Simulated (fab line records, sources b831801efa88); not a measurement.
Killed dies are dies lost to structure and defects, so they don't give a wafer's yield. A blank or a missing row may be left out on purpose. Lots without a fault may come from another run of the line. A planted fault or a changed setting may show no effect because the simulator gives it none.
fab line records | flow sky130 | part 2 of 2: steps 34 to 46 of 46
record lots=5 wafers=15 last_day=50
route steps=708 shown SONOS_ONO@181 GATE_OXIDE@187 POLY_GATE@204 RES_PROTECT@206
lots that met no fault: from a run of the same line without faults
start_h: hours from the record's first day to the start of the lot's first wafer shown | wait_h: hours since the lot's step before | " the same as in the row above | L1.1+2: a row that stands for several wafers | - no value, or no start given | * or withheld: withheld | < > ~ a bound
route shown NAME@n: a module of which the file shows steps, and the number in the route of the first | usual: mean/standard deviation of fault-free wafers | same: alike in all rows | chamber/n: place in a boat | sites: the reading at each site | _std_site: their standard deviation | _edge_site: outer sites' mean less inner sites' | radius_mm: how far each site lies from the wafer's centre | mask NAME#n: copy n | behind: the tool/chamber that last shaped the wafer | hold: why the lot was held/for how many hours/how that ended | device: the transistor (n, p or np) that didn't switch | end of line: the same wafers' tests at the end of the route | a step without rows: its recipe alone | killed: dies lost to structure and defects at the first sort, not the wafer's yield | map: a wafer's dies, x killed, . not, _ none there
set.NAME: the setting as run; set.NAME@STEP: as run at that earlier step | model.NAME: the simulator's own value behind a step, which no gauge read
lots at some steps of the route; a table a step, a row a wafer
services: from which hour (start_h, from the record's first day; less than 0 if before it) a tool's chamber was out of use, for how many hours, and why
## steps
# step SKY_RES_PROTECT_STRIP_07
# recipe chemistry=O2/N2 power_w=1400 pressure_mtorr=1500 platen_temp_c=withheld o2_flow_sccm=3000 n2_flow_sccm=300 overash_fraction=0.5
# usual drypump_motor_current_A=5.6/0.47 oes_product_au=0.518/0.0045 strip_time_to_endpoint_s=23.30/0.041
# columns lot.wafer tool chamber start_h wait_h drypump_motor_current_A oes_product_au rf_hours_counter_h strip_time_to_endpoint_s
L075.2 plasma_asher-02 0 338.62 0.1 5.7 0.511 65 23.22
L075.4 " 1 " " 4.7 0.513 - 23.27
L075.6 " 0 " " 5.7 0.515 - 23.26
L079.2 plasma_asher-04 0 373.52 0.1 5.9 0.519 69 23.27
L079.4 " 1 " " 5.7 0.514 - 23.24
L079.5 " 0 " " 5.9 0.510 - 23.26
L089.2 plasma_asher-03 0 478.17 0.1 6.2 0.530 65 23.27
L089.5 " 0 " " 6.2 0.523 - 23.27
L089.6 " 1 " " 5.9 0.515 - 23.31
L096.2 plasma_asher-03 1 531.26 0.1 5.9 0.520 70 23.30
L096.4 " 1 " " 5.9 0.513 - 23.31
L096.6 " 0 " " 6.2 0.519 - 23.32
L097.2 plasma_asher-04 1 532.50 0.1 5.8 0.527 86 23.34
L097.4 " 0 " " 5.9 0.514 - 23.28
L097.6 " 0 " " 5.9 0.510 - 23.29
# step SKY_RES_PROTECT_TW_MEAS_08
# usual POLY_GATE_TW=4066/22
# columns lot.wafer tool chamber start_h wait_h POLY_GATE_TW
L075.2 film_metro-01 - 338.73 0.1 4041
L075.4 " - " " 4058
L075.6 " - " " 4048
L079.2 film_metro-04 - 373.63 0.1 4061
L079.4 " - " " 4061
L079.5 " - " " 4024
L089.2 film_metro-03 - 478.28 0.1 4104
L089.5 " - " " 4111
L089.6 " - " " 4121
L096.2 film_metro-04 - 531.37 0.1 4056
L096.4 " - " " 4046
L096.6 " - " " 4028
L097.2 film_metro-03 - 532.61 0.1 4098
L097.4 " - " " 4120
L097.6 " - " " 4117
# step SKY_RES_PROTECT_CLEAN_09
# recipe chemistry=SC1/SC2 mix=1:4:20 temp_c=70 time_s=150 dry=n2_spin
# columns lot.wafer tool chamber start_h wait_h
L075.2+4+6 wet_bench-04 3 338.78 0.0
L079.2+4+5 wet_bench-04 1 373.68 0.0
L089.2+5+6 wet_bench-03 2 478.33 0.0
L096.2+4+6 wet_bench-04 1 531.42 0.0
L097.2+4+6 wet_bench-02 0 532.66 0.0
# step SKY_POLY_GATE_CVD_03
# recipe material=Si3N4 precursor=DCS/NH3 target_thk_nm=75 temp_c=770 time_s=1290 pressure_mtorr=250
# columns lot.wafer tool chamber start_h wait_h
L075.2+4+6 lpcvd-02 0 338.98 0.1
L079.2+4+5 lpcvd-02 1 375.55 1.8
L089.2+5+6 lpcvd-02 0 478.38 0.0
L096.2+4+6 lpcvd-02 0 531.47 0.0
L097.2+4+6 lpcvd-02 1 533.87 1.2
# step SKY_POLY_GATE_THK_MEAS_04
# recipe reads=Si3N4_of_POLY_GATE_CVD_03
# usual POLY_GATE_CVD_03_THK=75.2/0.83
# columns lot.wafer tool chamber start_h wait_h POLY_GATE_CVD_03_THK[nm]
L075.2 film_metro-03 - 341.02 0.0 75.4
L075.4 " - " " 75.6
L075.6 " - " " 75.6
L079.2 film_metro-02 - 376.92 0.0 75.8
L079.4 " - " " 76.0
L079.5 " - " " 76.4
L089.2 film_metro-04 - 479.75 0.0 74.3
L089.5 " - " " 74.0
L089.6 " - " " 73.7
L096.2 film_metro-02 - 532.83 0.0 76.3
L096.4 " - " " 75.4
L096.6 " - " " 76.1
L097.2 film_metro-03 - 535.24 0.0 75.7
L097.4 " - " " 75.8
L097.6 " - " " 75.3
# step SKY_POLY_GATE_DEHYDRATE_05
# recipe temp_c=200 time_s=60
# columns lot.wafer tool chamber start_h wait_h
L075.2+4+6 litho_track-02 0 354.00 13.0
L079.2+4+5 litho_track-02 0 390.40 13.5
L089.2+5+6 litho_track-01 0 494.28 14.5
L096.2+4+6 litho_track-04 0 545.98 13.1
L097.2+4+6 litho_track-02 0 549.50 14.2
# step SKY_POLY_GATE_HMDS_06
# recipe prime_time_s=60 prime_temp_c=120
# usual prime_temp_c=119.99/0.14
# columns lot.wafer tool chamber start_h wait_h prime_temp_c
L075.2 litho_track-02 0 354.15 0.1 120.06
L075.4 " 0 " " 120.01
L075.6 " 0 " " 119.97
L079.2 litho_track-02 0 390.55 0.1 119.75
L079.4 " 0 " " 119.92
L079.5 " 0 " " 119.98
L089.2 litho_track-01 0 494.43 0.1 120.04
L089.5 " 0 " " 120.16
L089.6 " 0 " " 120.02
L096.2 litho_track-04 0 546.13 0.1 120.09
L096.4 " 0 " " 120.04
L096.6 " 0 " " 120.11
L097.2 litho_track-02 0 549.65 0.1 120.00
L097.4 " 0 " " 119.98
L097.6 " 0 " " 119.97
# step SKY_POLY_GATE_COAT_07
# recipe resist=BARC temp_c=withheld time_s=withheld spin_rpm=3000 resist_thk_nm=110
# columns lot.wafer tool chamber start_h wait_h
L075.2+4+6 litho_track-02 0 354.30 0.1
L079.2+4+5 litho_track-02 0 390.70 0.1
L089.2+5+6 litho_track-01 0 494.58 0.1
L096.2+4+6 litho_track-04 0 546.28 0.1
L097.2+4+6 litho_track-02 0 549.80 0.1
# step SKY_POLY_GATE_COAT_08
# recipe resist=KrF-thick spin_rpm=3000 resist_thk_nm=450
# columns lot.wafer tool chamber start_h wait_h
L075.2+4+6 litho_track-02 0 - -
L079.2+4+5 litho_track-02 0 - -
L089.2+5+6 litho_track-01 0 - -
L096.2+4+6 litho_track-04 0 - -
L097.2+4+6 litho_track-02 0 - -
# step SKY_POLY_GATE_SOFTBAKE_09
# recipe temp_c=100 time_s=90 resist=KrF-thick
# columns lot.wafer tool chamber start_h wait_h
L075.2+4+6 litho_track-02 0 - -
L079.2+4+5 litho_track-02 0 - -
L089.2+5+6 litho_track-01 0 - -
L096.2+4+6 litho_track-04 0 - -
L097.2+4+6 litho_track-02 0 - -
# step SKY_POLY_GATE_EXPOSE_10
# recipe mask_id=P1M na=0.68 source_shape=conventional sigma_outer=0.6 target_cd_nm=150 dose_mj=28
# usual focus_offset_nm=-0.1/0.54
# columns lot.wafer tool chamber start_h wait_h mask focus_offset_nm
L075.2 krf_scanner-02 0 - - P1M#0 -1.2
L075.4 " 0 " " P1M#0 0.6
L075.6 " 0 " " P1M#0 0.2
L079.2 krf_scanner-02 0 - - P1M#0 -1.1
L079.4 " 0 " " P1M#0 -0.2
L079.5 " 0 " " P1M#0 -0.2
L089.2 krf_scanner-01 0 - - P1M#0 0.7
L089.5 " 0 " " P1M#0 0.2
L089.6 " 0 " " P1M#0 0.7
L096.2 krf_scanner-01 0 - - P1M#0 0.4
L096.4 " 0 " " P1M#0 0.0
L096.6 " 0 " " P1M#0 -0.2
L097.2 krf_scanner-02 0 - - P1M#0 -1.0
L097.4 " 0 " " P1M#0 -0.6
L097.6 " 0 " " P1M#0 -0.1
# step SKY_POLY_GATE_PEB_11
# recipe peb_temp_c=withheld peb_time_s=withheld resist=KrF-thick
# columns lot.wafer tool chamber start_h wait_h
L075.2+4+6 litho_track-01 0 - -
L079.2+4+5 litho_track-04 0 - -
L089.2+5+6 litho_track-04 0 - -
L096.2+4+6 litho_track-02 0 - -
L097.2+4+6 litho_track-04 0 - -
# step SKY_POLY_GATE_DEVELOP_12
# recipe develop_time_s=60 resist=KrF-thick dev_temp_c=21
# columns lot.wafer tool chamber start_h wait_h
L075.2+4+6 litho_track-01 0 - -
L079.2+4+5 litho_track-04 0 - -
L089.2+5+6 litho_track-04 0 - -
L096.2+4+6 litho_track-02 0 - -
L097.2+4+6 litho_track-04 0 - -
## services
# columns tool chamber start_h hours kind
furnace-01 - 273.40 3.8 pm
iline_stepper-01 - 283.73 1.7 pm
iline_stepper-01 - 285.55 1.4 repair
plasma_asher-03 - 289.41 14.6 pm
iline_stepper-02 - 333.88 7.1 repair
iline_stepper-01 - 357.56 3.6 repair
lpcvd-02 - 385.48 1.3 repair
wet_bench-02 - 387.03 1.0 repair
lpcvd-02 - 399.29 17.2 pm
wet_bench-04 - 420.31 50.5 pm
furnace-01 - 440.40 2.8 pm
plasma_asher-03 - 446.86 0.5 repair
iline_stepper-02 - 449.08 2.1 repair
lpcvd-02 - 461.30 2.8 pm
plasma_asher-03 - 461.83 0.6 repair
iline_stepper-01 - 469.41 8.5 repair
wet_bench-04 - 483.25 3.2 repair
iline_stepper-01 - 501.91 1.7 pm
iline_stepper-01 - 504.22 3.9 repair
furnace-01 - 511.99 2.3 pm
iline_stepper-01 - 522.45 4.4 pm
iline_stepper-02 - 529.42 4.4 pm
wet_bench-04 - 540.12 1.6 repair
wet_bench-04 - 554.92 3.5 repair
